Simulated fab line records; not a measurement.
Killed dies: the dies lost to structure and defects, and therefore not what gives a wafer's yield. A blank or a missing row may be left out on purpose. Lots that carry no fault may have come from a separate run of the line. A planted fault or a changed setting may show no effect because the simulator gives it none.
fab line records	flow sky130
record lots=6	wafers=18	last-day=51
route steps=708 shown VIA2@510 PAD_OPEN@708
lots that met no fault: taken from a fault-free run of the same line
start-h: the number of hours between the record's first day and the start of the first shown wafer of the lot	wait-h: hours from the lot's prior step to this one	" unchanged from the row above	L1.1+2: a single row standing in for several wafers	- no value, or no start was given	* or withheld: withheld	< > ~ a bound
route shown NAME@n: NAME is a module with steps in the file, n the number in the route of the first one	usual: average and standard deviation across the fault-free wafers	same: alike in all rows	chamber/n: place in a boat	sites: each site's reading	_std_site: the standard deviation of these	_edge_site: inner sites' mean taken away from outer sites' mean	radius-mm: for every site, how far away it sits from the centre of the wafer	mask NAME#n: copy n	behind: the tool/chamber that last shaped the wafer	hold: what put the lot on hold/how long, in hours/how the hold closed	device: the n, p or np transistor that did not switch	end of line: at the end of the route, the tests of the same wafers	where a step has no rows: the recipe by itself	killed: dies that structure and defects cost at the first sort, which is not the same as the wafer's yield	map: the dies of a wafer, with x for killed, . for not killed, _ for no die there
set.NAME: the setting that was run; set.NAME@STEP: the one run at that earlier step	model.NAME: the simulator's own value behind a step, which no gauge read
a table for each step, a row for each wafer; lots at some steps of the route
services: a tool's chamber out of use, with start hour (start-h, from the record's first day; less than 0 if before it), hours out, and reason
## steps
# step SKY_VIA2_BOW_MEAS_03
# recipe mode=bow
# usual VIA2_BOW=86/7.6
lot.wafer	tool	chamber	start-h	wait-h	VIA2_BOW[um]
L190.2	film-metro-02	-	877.76	0.3	94
L190.3	"	-	"	"	87
L190.5	"	-	"	"	85
L191.2	film-metro-02	-	886.41	0.2	91
L191.3	"	-	"	"	77
L191.4	"	-	"	"	77
L200.1	film-metro-01	-	958.18	0.2	85
L200.2	"	-	"	"	99
L200.4	"	-	"	"	95
L202.2	film-metro-01	-	980.30	0.1	90
L202.4	"	-	"	"	90
L202.5	"	-	"	"	85
L203.1	film-metro-04	-	980.63	0.1	93
L203.3	"	-	"	"	78
L203.4	"	-	"	"	71
L208.1	film-metro-02	-	1005.39	0.2	76
L208.2	"	-	"	"	83
L208.3	"	-	"	"	86
# step SKY_VIA2_DEHYDRATE_04
# recipe temp-c=200	time-s=60
# step SKY_VIA2_HMDS_05
# recipe prime-time-s=60	prime-temp-c=120
# step SKY_VIA2_COAT_06
# recipe resist=BARC	temp-c=withheld	time-s=withheld	spin-rpm=3000	resist-thk-nm=60
# step SKY_VIA2_COAT_07
# recipe resist=KrF-thick	spin-rpm=3000	resist-thk-nm=450
# step SKY_VIA2_SOFTBAKE_08
# recipe temp-c=100	time-s=90	resist=KrF-thick
# step SKY_VIA2_EXPOSE_09
# recipe mask-id=VIM2	na=0.8	source-shape=annular	sigma-inner=0.55	sigma-outer=0.85	target-cd-nm=200	dose-mj=38
# step SKY_VIA2_PEB_10
# recipe peb-temp-c=withheld	peb-time-s=withheld	resist=KrF-thick
# step SKY_VIA2_DEVELOP_11
# recipe develop-time-s=60	resist=KrF-thick	dev-temp-c=21
# step SKY_VIA2_CD_MEAS_12
# recipe target-cd-nm=200
# usual cd-nm=200.7/1.3
lot.wafer	tool	chamber	start-h	wait-h	cd-nm
L190.2	cd-sem-01	-	903.98	-	198.9
L190.3	"	-	"	"	197.6
L190.5	"	-	"	"	199.1
L191.2	cd-sem-01	-	911.82	-	200.4
L191.3	"	-	"	"	199.2
L191.4	"	-	"	"	199.7
L200.1	cd-sem-02	-	983.78	-	200.8
L200.2	"	-	"	"	202.0
L200.4	"	-	"	"	201.3
L202.2	cd-sem-01	-	1004.27	-	200.4
L202.4	"	-	"	"	202.8
L202.5	"	-	"	"	202.6
L203.1	cd-sem-01	-	1005.05	-	199.6
L203.3	"	-	"	"	200.7
L203.4	"	-	"	"	199.7
L208.1	cd-sem-01	-	1028.11	-	200.5
L208.2	"	-	"	"	201.9
L208.3	"	-	"	"	199.2
# step SKY_VIA2_OVL_MEAS_13
# usual VIA2_OVL=0/4.9
lot.wafer	tool	chamber	start-h	wait-h	VIA2_OVL[nm]
L190.2	overlay-02	-	904.09	0.1	-6
L190.3	"	-	"	"	3
L190.5	"	-	"	"	-2
L191.2	overlay-02	-	911.93	0.1	-3
L191.3	"	-	"	"	-6
L191.4	"	-	"	"	-4
L200.1	overlay-01	-	983.90	0.1	8
L200.2	"	-	"	"	14
L200.4	"	-	"	"	9
L202.2	overlay-01	-	1004.38	0.1	-6
L202.4	"	-	"	"	-7
L202.5	"	-	"	"	-1
L203.1	overlay-02	-	1005.17	0.1	3
L203.3	"	-	"	"	1
L203.4	"	-	"	"	-3
L208.1	overlay-02	-	1028.23	0.1	3
L208.2	"	-	"	"	-9
L208.3	"	-	"	"	-4
# step SKY_VIA2_ETCH_14
# recipe chemistry=N2/H2	target=BARC	ion-energy-ev=200	source-w=500	bias-w=100	pressure-mtorr=30	n2-flow-sccm=100	h2-flow-sccm=200	stop-on=SiO2	time-s=45.9	target-depth-a=600
# usual drypump-motor-current-A=5.8/0.46	h2-flow-sccm=199.9/0.61	oes-product-au=0.855/0.0052	run-length-s=74.1/0.4	throttle-valve-pct=13.224/0.0095
# same time-s=45.9
lot.wafer	tool	chamber	start-h	wait-h	drypump-motor-current-A	h2-flow-sccm	oes-product-au	rf-hours-counter-h	run-length-s	throttle-valve-pct
L190.2	rie-diel-01	0	904.12	0.0	5.9	200.0	0.859	12	73.6	13.225
L190.3	"	3	"	"	6.3	200.2	0.859	12	73.6	13.219
L190.5	"	0	"	"	5.9	199.6	0.859	-	73.3	13.233
L191.2	rie-diel-03	3	911.96	0.0	5.1	199.5	0.857	15	74.4	13.214
L191.3	"	0	"	"	6.0	199.3	0.859	17	74.8	13.225
L191.4	"	2	"	"	5.6	199.2	0.861	19	73.9	13.215
L200.1	rie-diel-03	2	983.94	0.0	5.6	200.5	0.856	1	74.1	13.242
L200.2	"	0	"	"	6.0	201.1	0.855	19	74.4	13.234
L200.4	"	3	"	"	5.1	199.6	0.855	17	74.0	13.224
L202.2	rie-diel-03	3	1004.41	0.0	5.1	200.5	0.849	17	74.0	13.220
L202.4	"	0	"	"	6.0	200.8	0.867	20	74.3	13.218
L202.5	"	0	"	"	6.0	199.5	0.864	-	74.5	13.221
L203.1	rie-diel-01	3	1005.21	0.0	6.3	201.3	0.851	16	73.7	13.226
L203.3	"	0	"	"	5.9	199.7	0.847	16	73.4	13.226
L203.4	"	1	"	"	5.8	199.9	0.850	0	74.6	13.227
L208.1	rie-diel-04	0	1028.27	0.0	6.7	199.2	0.857	20	73.8	13.232
L208.2	"	2	"	"	6.5	199.6	0.857	18	73.3	13.222
L208.3	"	3	"	"	5.0	199.4	0.863	5	74.2	13.231
# step SKY_VIA2_ETCH_15
# recipe target=SiO2	chemistry=C4F8/O2/Ar	target-depth-nm=546	stop-on=TiN	mask-material=KrF-thick	source-w=1500	bias-w=1200	pressure-mtorr=40	c4f8-flow-sccm=withheld	O2_flow_sccm=6	Ar_flow_sccm=300	time-s=84
# usual oes-product-au=0.940/0.0044	run-length-s=112.2/0.38
lot.wafer	tool	chamber	start-h	wait-h	oes-product-au	rf-hours-counter-h	run-length-s	model.VIA2.feature-depth-nm	model.etch.depth-nm	model.KrF-thick_of_VIA2_COAT_07.thk-nm
L190.2	rie-diel-01	0	904.16	0.0	0.942	12	111.7	494.9	494.9	280.6
L190.3	"	3	"	"	0.942	12	112.4	497	497	281.3
L190.5	"	0	"	"	0.939	-	112.2	494.9	494.9	280.7
L191.2	rie-diel-03	3	912.00	0.0	0.944	15	112.6	494.5	494.5	288.9
L191.3	"	0	"	"	0.942	17	112.6	494.5	494.5	284.7
L191.4	"	2	"	"	0.946	19	112.1	495.1	495.1	285.7
L200.1	rie-diel-03	2	983.98	0.0	0.938	1	111.8	494.6	494.6	278.4
L200.2	"	0	"	"	0.938	19	112.3	495	495	281.4
L200.4	"	3	"	"	0.986	17	101.6	464.3	464.3	297.8
L202.2	rie-diel-03	3	1004.45	0.0	0.945	17	112.2	496	496	285.3
L202.4	"	0	"	"	1.017	20	101.8	483.4	483.4	296.8
L202.5	"	0	"	"	0.932	-	113.1	492.4	492.4	284.3
L203.1	rie-diel-01	3	1005.25	0.0	0.941	16	112.1	494.7	494.7	284.3
L203.3	"	0	"	"	0.938	16	111.5	496	496	282.2
L203.4	"	1	"	"	0.941	0	112.6	496.2	496.2	287.4
L208.1	rie-diel-04	0	1028.31	0.0	0.941	20	111.8	495.1	495.1	277.9
L208.2	"	2	"	"	0.940	18	111.5	496.2	496.2	285.4
L208.3	"	3	"	"	0.942	5	112.1	494.3	494.3	285.4
# step SKY_VIA2_STRIP_16
# recipe chemistry=O2/N2	power-w=1400	pressure-mtorr=1500	platen-temp-c=withheld	o2-flow-sccm=3000	n2-flow-sccm=300	overash-fraction=0.5
# usual drypump-motor-current-A=6.0/0.37	oes-product-au=0.399/0.0046	strip-time-to-endpoint-s=4.05/0.03
# same overash-fraction=0.5
lot.wafer	tool	chamber	start-h	wait-h	drypump-motor-current-A	oes-product-au	rf-hours-counter-h	strip-time-to-endpoint-s
L190.2	plasma-asher-01	0	904.22	0.0	5.4	0.399	51	4.04
L190.3	"	1	"	"	6.2	0.401	-	4.03
L190.5	"	1	"	"	6.2	0.401	-	4.03
L191.2	plasma-asher-01	1	912.06	0.0	6.2	0.399	52	4.11
L191.3	"	1	"	"	6.2	0.394	-	4.06
L191.4	"	0	"	"	5.4	0.400	-	4.08
L200.1	plasma-asher-04	1	984.05	0.0	6.5	0.403	115	4.00
L200.2	"	0	"	"	5.9	0.400	115	4.01
L200.4	"	0	"	"	5.9	0.407	-	4.18
L202.2	plasma-asher-04	0	1004.51	0.0	5.9	0.404	117	4.06
L202.4	"	0	"	"	5.9	0.405	-	4.20
L202.5	"	0	"	"	5.9	0.399	-	4.07
L203.1	plasma-asher-03	1	1005.31	0.0	6.3	0.396	87	4.05
L203.3	"	0	"	"	5.6	0.390	-	4.02
L203.4	"	1	"	"	6.3	0.403	-	4.10
L208.1	plasma-asher-03	1	1028.38	0.0	6.2	0.394	90	3.98
L208.2	"	0	"	"	5.6	0.403	90	4.06
L208.3	"	1	"	"	6.3	0.399	-	4.06
# step SKY_VIA2_STRIP_17
# recipe chemistry=post-etch-residue-remover	time-s=1200	temp-c=72.5
# step SKY_PAD_OPEN_PROBE_99
# usual defect-limited-yield=82.6/1.7	killed_at_M0_to_M3=43/7	killed_at_M4_up=3.1/1.5	killed-at-contacts=23/4.9	killed-at-front-end=16/3.9	killed-at-other=0.3/0.52	killed-dies=86/8.2	killed-open=47/6.1	killed-short=38/5.8
# same gross-dies=492	killed-at-back-side=0
lot.wafer	tool	chamber	start-h	wait-h	defect-limited-yield[%]	killed_at_M0_to_M3	killed_at_M4_up	killed-at-contacts	killed-at-front-end	killed-at-other	killed-dies	killed-open	killed-short	model.etest.tester.sort_bin_8_pct
L190.2	prober-01	-	1126.67	0.1	84.3	41	0	21	15	0	77	44	33	0
L190.3	prober-01	-	1126.72	0.2	83.3	39	1	24	18	0	82	47	34	0
L190.5	prober-01	-	1126.82	0.2	84.3	37	6	25	8	1	77	43	34	0
L191.2	prober-02	-	1133.37	0.1	82.9	50	4	16	14	0	84	39	45	0
L191.3	prober-02	-	1133.42	0.2	82.5	40	2	33	11	0	86	42	41	0
L191.4	prober-02	-	1133.47	0.2	82.5	42	2	28	14	0	86	51	35	0
L200.1	prober-02	-	1189.62	0.1	83.5	39	3	24	15	0	81	46	35	0
L200.2	prober-02	-	1189.67	0.1	78.7	55	2	31	16	1	105	55	48	0
L200.4	prober-02	-	1189.77	0.2	77.6	57	4	33	16	0	110	50	43	7.446e-09
L202.2	prober-02	-	1205.31	0.1	80.9	45	4	31	13	1	94	51	43	0
L202.4	prober-02	-	1205.41	0.2	82.3	39	2	27	19	0	87	46	40	0
L202.5	prober-02	-	1205.46	0.2	80.9	46	3	24	21	0	94	47	46	0
L203.1	prober-01	-	1206.40	0.1	84.6	42	1	15	18	0	76	46	30	0
L203.3	prober-01	-	1206.50	0.2	82.3	44	2	23	18	0	87	42	45	0
L203.4	prober-01	-	1206.55	0.2	83.3	44	5	14	19	0	82	50	32	0
L208.1	prober-01	-	1223.84	0.1	81.9	42	5	29	13	0	89	53	36	0
L208.2	prober-01	-	1223.89	0.1	83.7	39	2	21	18	0	80	48	32	0
L208.3	prober-01	-	1223.94	0.2	81.3	45	6	25	16	0	92	50	42	0
# killed by level:class
L190.2 VIA1:geometric-particle:open=11 CONTACT:geometric-particle:open=9 VIA1:geometric-particle:short=7 VIA3:geometric-particle:open=7 LOCAL_INTERCONNECT:geometric-particle:short=6 VIA2:geometric-particle:short=5 SPACER:geometric-particle:open=4 FIELD_ISO:geometric-particle:short=3
L190.3 VIA3:geometric-particle:open=8 LOCAL_INTERCONNECT:geometric-particle:short=8 VIA2:geometric-particle:open=7 VIA1:geometric-particle:open=7 POLY_GATE:geometric-particle:open=6 LI_CONTACT:geometric-particle:open=5 CONTACT:geometric-particle:short=5 METAL3:geometric-particle:short=5
L190.5 VIA1:geometric-particle:open=10 CONTACT:geometric-particle:open=8 CONTACT:geometric-particle:short=8 LI_CONTACT:geometric-particle:open=7 VIA2:geometric-particle:open=6 METAL2:geometric-particle:short=5 VIA2:geometric-particle:short=5 FIELD_ISO:geometric-particle:short=3
L191.2 METAL1:geometric-particle:short=9 VIA1:geometric-particle:open=9 METAL3:geometric-particle:short=7 VIA2:geometric-particle:open=6 CONTACT:geometric-particle:open=6 VIA1:geometric-particle:short=6 POLY_GATE:geometric-particle:open=4 LI_CONTACT:geometric-particle:open=4
L191.3 CONTACT:geometric-particle:open=10 VIA1:geometric-particle:open=8 LOCAL_INTERCONNECT:geometric-particle:short=7 CONTACT:geometric-particle:short=7 LI_CONTACT:geometric-particle:open=6 METAL1:geometric-particle:short=6 FIELD_ISO:geometric-particle:open=5 METAL2:geometric-particle:short=5
L191.4 VIA1:geometric-particle:open=16 LI_CONTACT:geometric-particle:open=9 CONTACT:geometric-particle:open=9 VIA1:geometric-particle:short=6 CONTACT:geometric-particle:short=6 VIA3:geometric-particle:open=5 FIELD_ISO:geometric-particle:short=4 FIELD_ISO:geometric-particle:open=4
L200.1 VIA1:geometric-particle:open=11 VIA3:geometric-particle:open=10 CONTACT:geometric-particle:open=8 CONTACT:geometric-particle:short=8 METAL3:geometric-particle:short=5 FIELD_ISO:geometric-particle:open=4 POLY_GATE:geometric-particle:open=4 VIA2:geometric-particle:open=4
L200.2 CONTACT:geometric-particle:open=12 VIA1:geometric-particle:open=12 LI_CONTACT:geometric-particle:open=7 METAL1:geometric-particle:short=7 VIA1:geometric-particle:short=6 METAL2:geometric-particle:short=6 VIA3:geometric-particle:short=6 CONTACT:geometric-particle:short=5
L200.4 CONTACT:geometric-particle:open=18 VIA2:area-etch=17 VIA1:geometric-particle:open=9 CONTACT:geometric-particle:short=8 METAL1:geometric-particle:short=7 VIA3:geometric-particle:open=7 FIELD_ISO:geometric-particle:open=4 LI_CONTACT:geometric-particle:open=4
L202.2 CONTACT:geometric-particle:open=13 METAL1:geometric-particle:short=10 VIA3:geometric-particle:open=10 VIA1:geometric-particle:open=9 CONTACT:geometric-particle:short=7 LI_CONTACT:geometric-particle:open=5 FIELD_ISO:geometric-particle:open=4 VIA2:geometric-particle:open=4
L202.4 CONTACT:geometric-particle:open=8 POLY_GATE:geometric-particle:short=7 LI_CONTACT:geometric-particle:open=7 VIA2:geometric-particle:open=7 FIELD_ISO:geometric-particle:open=6 METAL1:geometric-particle:short=6 CONTACT:geometric-particle:short=5 VIA3:geometric-particle:open=5
L202.5 CONTACT:geometric-particle:open=9 VIA1:geometric-particle:open=8 METAL2:geometric-particle:short=7 METAL1:geometric-particle:short=7 VIA3:geometric-particle:open=6 CONTACT:geometric-particle:short=5 VIA1:geometric-particle:short=5 FIELD_ISO:geometric-particle:open=4
L203.1 VIA1:geometric-particle:open=13 LI_CONTACT:geometric-particle:open=6 VIA2:geometric-particle:open=6 VIA3:geometric-particle:open=6 CONTACT:geometric-particle:open=4 METAL2:geometric-particle:short=4 POLY_GATE:geometric-particle:short=4 FIELD_ISO:geometric-particle:open=3
L203.3 LI_CONTACT:geometric-particle:open=9 VIA3:geometric-particle:open=9 METAL2:geometric-particle:short=8 VIA2:geometric-particle:open=8 CONTACT:geometric-particle:short=7 VIA1:geometric-particle:open=7 METAL1:geometric-particle:short=6 POLY_GATE:geometric-particle:short=5
L203.4 VIA2:geometric-particle:open=14 CONTACT:geometric-particle:open=6 METAL3:geometric-particle:short=5 VIA3:geometric-particle:open=5 FIELD_ISO:geometric-particle:open=4 POLY_GATE:geometric-particle:open=4 METAL1:geometric-particle:short=4 VIA1:geometric-particle:open=4
L208.1 LI_CONTACT:geometric-particle:open=10 VIA1:geometric-particle:open=10 CONTACT:geometric-particle:open=9 VIA2:geometric-particle:open=8 FIELD_ISO:geometric-particle:short=6 METAL2:geometric-particle:short=6 CONTACT:geometric-particle:short=4 METAL4:geometric-particle:short=4
L208.2 VIA1:geometric-particle:open=11 CONTACT:geometric-particle:open=10 VIA1:geometric-particle:short=7 METAL2:geometric-particle:short=7 FIELD_ISO:geometric-particle:short=5 POLY_GATE:geometric-particle:open=5 LI_CONTACT:geometric-particle:open=5 VIA2:geometric-particle:open=5
L208.3 VIA1:geometric-particle:open=14 LI_CONTACT:geometric-particle:open=9 METAL4:geometric-particle:short=6 FIELD_ISO:geometric-particle:open=5 CONTACT:geometric-particle:short=5 VIA1:geometric-particle:short=5 VIA2:geometric-particle:open=4 CONTACT:geometric-particle:open=4
## services
tool	chamber	start-h	hours	kind
plasma-asher-01	-	884.84	2.0	repair
rie-diel-04	1	890.49	6.2	repair
rie-diel-01	-	890.82	0.4	repair
rie-diel-04	2	891.64	1.2	repair
rie-diel-03	2	925.45	-	clean
rie-diel-03	2	925.45	23.6	scheduled-down
rie-diel-03	2	925.45	23.6	vent-cycle
rie-diel-01	1	926.73	12.8	repair
plasma-asher-01	-	949.62	14.6	pm
plasma-asher-03	-	967.43	0.3	repair
rie-diel-01	1	981.50	-	clean
rie-diel-01	1	981.50	14.6	scheduled-down
rie-diel-01	1	981.50	14.6	vent-cycle
rie-diel-04	-	995.91	28.1	pm
## key
first-sign step=SKY_VIA2_ETCH_15	reading=run-length-s	direction=down	sigmas=27	usual=*	struck=*
effect step=SKY_VIA2_ETCH_15	reading=oes-product-au	direction=up	sigmas=14	usual=0.940	struck=1.001
effect step=SKY_VIA2_STRIP_16	reading=strip-time-to-endpoint-s	direction=up	sigmas=4.8	usual=*	struck=*
model-effect step=SKY_VIA2_ETCH_15	value=VIA2.feature-depth-nm	without=493.6	struck=473.9
model-effect step=SKY_PAD_OPEN_PROBE_99	value=etest.tester.sort_bin_8_pct	without=0	struck=3.723e-09
met-at SKY_VIA2_ETCH_15
struck-wafers L200.4,L202.4
onset-between 912.00 983.98
fault kind=process-parameter-drift	tool=rie-diel-03	chamber=-	onset-h=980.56	steps=SKY_VIA2_ETCH_15	channel=time-s	offset=*	shape=step	end-h=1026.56	scope=struck-wafers-only	acts-in=*	stated=*
